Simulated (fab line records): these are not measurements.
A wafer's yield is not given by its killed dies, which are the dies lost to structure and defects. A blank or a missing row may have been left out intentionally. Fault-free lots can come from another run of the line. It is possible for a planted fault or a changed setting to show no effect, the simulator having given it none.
Comparing a struck lot with a sound one / flow sky130 / 44 out of 708 route steps
Sound: these wafers, L879.3, L879.4, L879.6. The struck wafers were L893.2, L893.4, L893.5. The cause comes at the end.
At each step with rows: each side's tool, then ch and its chambers, then its first start. Under that, the readings that differ: sound wafers / struck wafers / difference of the means / sigmas: that difference in standard deviations of wafers without a fault.
alike: readings whose means differ by less than 2 such deviations, and words and numbers that are the same on both sides. not compared: withheld readings, readings that some wafer has no value for, bounds like >300 that may hide the same value, and numbers for which the record gives no deviation and whose values overlap.
The two part at a step that has a row with sigmas, a row that says differs or no value, or rows on one side only. Numbers that have no deviation but don't overlap get no sigmas and don't part them. Lack of a reading on every wafer of one side parts them only where that side has two or more wafers.

first, 5 steps without rows for these wafers: SKY_VT_ADJUST_NCORE_COAT_02 (resist thk 1140 nm); SKY_VT_ADJUST_NCORE_SOFTBAKE_03 (time 60 s); SKY_VT_ADJUST_NCORE_EXPOSE_04 (exposes mask LVTN COMPLEMENT THIN, target cd 380 nm); SKY_VT_ADJUST_NCORE_PEB_05; SKY_VT_ADJUST_NCORE_DEVELOP_06 (develop time 60 s).
SKY_VT_ADJUST_NCORE_CD_MEAS_07: the cd target is 380 nm.
  struck on cdSem-02, day 13 02:10; sound on cdSem-02, day 8 14:02
reading=cdNm (nm); sound=377.9 376.7 376.1; struck=381.0 383.9 382.6; difference=+5.6; sigmas=+2
SKY_VT_ADJUST_NCORE_OVL_MEAS_08:
  struck on overlay-01, day 13 02:16; sound on overlay-02, day 8 14:07
  alike: VT_ADJUST_NCORE_OVL
after that, 1 step had no rows for these wafers: SKY_VT_ADJUST_NCORE_IMPLANT_09.
SKY_VT_ADJUST_NCORE_STRIP_10: strips in O2/N2.
  sound on plasmaAsher-02 ch 0,1, day 8 14:20; struck on plasmaAsher-02 ch 0, day 13 02:26
  alike: drypumpMotorCurrentA, oesProductAu, stripTimeToEndpointS
  not compared: rfHoursCounterH
SKY_VT_ADJUST_NCORE_TW_MEAS_11:
  struck on filmMetro-02, day 13 02:33; sound on filmMetro-03, day 8 14:25
reading=VT_ADJUST_NCORE_TW; sound=216.1 217.1 217.4; struck=222.9 223.1 224.0; difference=+6.5; sigmas=+2
then, 2 steps without rows for these wafers: SKY_VT_ADJUST_HVTR_DEHYDRATE_00 (time 60 s); SKY_VT_ADJUST_HVTR_HMDS_01 (prime time 60 s).
SKY_VT_ADJUST_HVTR_COAT_02: resist thk 1140 nm.
  struck on lithoTrack-02, day 13 14:28; sound on lithoTrack-02 ch 0, day 9 00:23
  no value came back on the struck wafers for chillPlateTempC (C), dispensePressureKPa (kPa); on the sound wafers chillPlateTempC (C) reads 23.04 23.04 23.03
then, 4 steps without rows for these wafers: SKY_VT_ADJUST_HVTR_SOFTBAKE_03 (time 60 s); SKY_VT_ADJUST_HVTR_EXPOSE_04 (exposes mask HVTRM, target cd 380 nm); SKY_VT_ADJUST_HVTR_PEB_05; SKY_VT_ADJUST_HVTR_DEVELOP_06 (develop time 60 s).
SKY_VT_ADJUST_HVTR_CD_MEAS_07: the cd target is 380 nm.
  struck on cdSem-02, day 14 03:32; sound on cdSem-02, day 9 10:37
reading=cdNm (nm); sound=377.1 377.4 379.6; struck=- - -; difference=no value on the struck wafers; sigmas=
SKY_VT_ADJUST_HVTR_OVL_MEAS_08:
  struck on overlay-02, day 14 03:39; sound on overlay-01, day 9 10:42
reading=VT_ADJUST_HVTR_OVL (nm); sound=-0.3 -0.6 -1.3; struck=- - -; difference=no value on the struck wafers; sigmas=
after that, 1 step had no rows for these wafers: SKY_VT_ADJUST_HVTR_IMPLANT_09.
SKY_VT_ADJUST_HVTR_STRIP_10: strips in O2/N2.
  sound on plasmaAsher-02 ch 0,1, day 9 10:55; struck on plasmaAsher-03 ch 0,1, day 14 03:50
  no value came back on the struck wafers for oesProductAu (a.u.), stripTimeToEndpointS (s); on the sound wafers oesProductAu (a.u.) reads 0.716 0.712 0.722
  alike: drypumpMotorCurrentA
  not compared: rfHoursCounterH
SKY_VT_ADJUST_HVTR_TW_MEAS_11:
  struck on filmMetro-04, day 14 03:56; sound on filmMetro-04, day 9 10:59
  alike: VT_ADJUST_HVTR_TW
then, 7 steps without rows for these wafers: SKY_VT_ADJUST_PCH_DEHYDRATE_00 (time 60 s); SKY_VT_ADJUST_PCH_HMDS_01 (prime time 60 s); SKY_VT_ADJUST_PCH_COAT_02 (resist thk 3000 nm); SKY_VT_ADJUST_PCH_SOFTBAKE_03; SKY_VT_ADJUST_PCH_EXPOSE_04 (exposes mask NWM, target cd 840 nm); SKY_VT_ADJUST_PCH_PEB_05; SKY_VT_ADJUST_PCH_DEVELOP_06 (develop time 60 s).
SKY_VT_ADJUST_PCH_OVL_MEAS_07:
  struck on overlay-02, day 15 06:53; sound on overlay-01, day 10 09:08
  alike: VT_ADJUST_PCH_OVL
after that, 1 step had no rows for these wafers: SKY_VT_ADJUST_PCH_IMPLANT_08.
SKY_VT_ADJUST_PCH_STRIP_09: strips in O2/N2.
  sound on plasmaAsher-04 ch 0,1, day 10 09:20; struck on plasmaAsher-01 ch 0,1, day 15 07:04
  alike: drypumpMotorCurrentA, oesProductAu, stripTimeToEndpointS
  not compared: rfHoursCounterH
SKY_VT_ADJUST_PCH_TW_MEAS_10:
  struck on filmMetro-02, day 15 07:11; sound on filmMetro-04, day 10 09:26
reading=VT_ADJUST_PCH_TW; sound=141.1 140.6 141.2; struck=229.2 227.5 229.1; difference=+87.6; sigmas=+46
then, 7 steps without rows for these wafers: SKY_SONOS_TUNNEL_DEHYDRATE_00 (time 60 s); SKY_SONOS_TUNNEL_HMDS_01 (prime time 60 s); SKY_SONOS_TUNNEL_COAT_02 (resist thk 1140 nm); SKY_SONOS_TUNNEL_SOFTBAKE_03 (time 60 s); SKY_SONOS_TUNNEL_EXPOSE_04 (exposes mask TUNM, target cd 410 nm); SKY_SONOS_TUNNEL_PEB_05; SKY_SONOS_TUNNEL_DEVELOP_06 (develop time 60 s).
SKY_SONOS_TUNNEL_CD_MEAS_07: the cd target is 410 nm.
  struck on cdSem-02, day 16 10:26; sound on cdSem-02, day 11 08:58
  alike: cdNm
SKY_SONOS_TUNNEL_OVL_MEAS_08:
  struck on overlay-01, day 16 10:33; sound on overlay-01, day 11 09:04
  alike: SONOS_TUNNEL_OVL
SKY_SONOS_TUNNEL_TW_MEAS_12:
  struck on filmMetro-01, day 16 11:01; sound on filmMetro-04, day 11 09:32
reading=SONOS_TUNNEL_TW; sound=194.2 194.1 193.8; struck=249.0 249.6 249.7; difference=+55.4; sigmas=+23
-- a jump in the record: the struck wafers' starts before and after are 33 days apart (it breaks off in module SONOS_TUNNEL and resumes in module PAD_OPEN, where the first step shown is number 708 of the route) --
SKY_PAD_OPEN_PROBE_99:
  struck on prober-02, day 49 04:30; sound on prober-02, day 45 15:20
reading=killedAtFrontEnd; sound=10 14 16; struck=412 432 435; difference=+413; sigmas=+96
reading=killedDies; sound=67 90 87; struck=492 492 492; difference=+411; sigmas=+49
reading=killedOnRim; sound=12 22 17; struck=96 96 96; difference=+79; sigmas=+21
  alike: killed_at_M0_to_M3, killed_at_M4_up, killedAtContacts, killedAtOther, killedOpen, killedShort

== WHERE THEY PART ==
Earliest at SKY_VT_ADJUST_NCORE_CD_MEAS_07; latest, in this record, at SKY_PAD_OPEN_PROBE_99.

WHY: the cause the simulator had injected
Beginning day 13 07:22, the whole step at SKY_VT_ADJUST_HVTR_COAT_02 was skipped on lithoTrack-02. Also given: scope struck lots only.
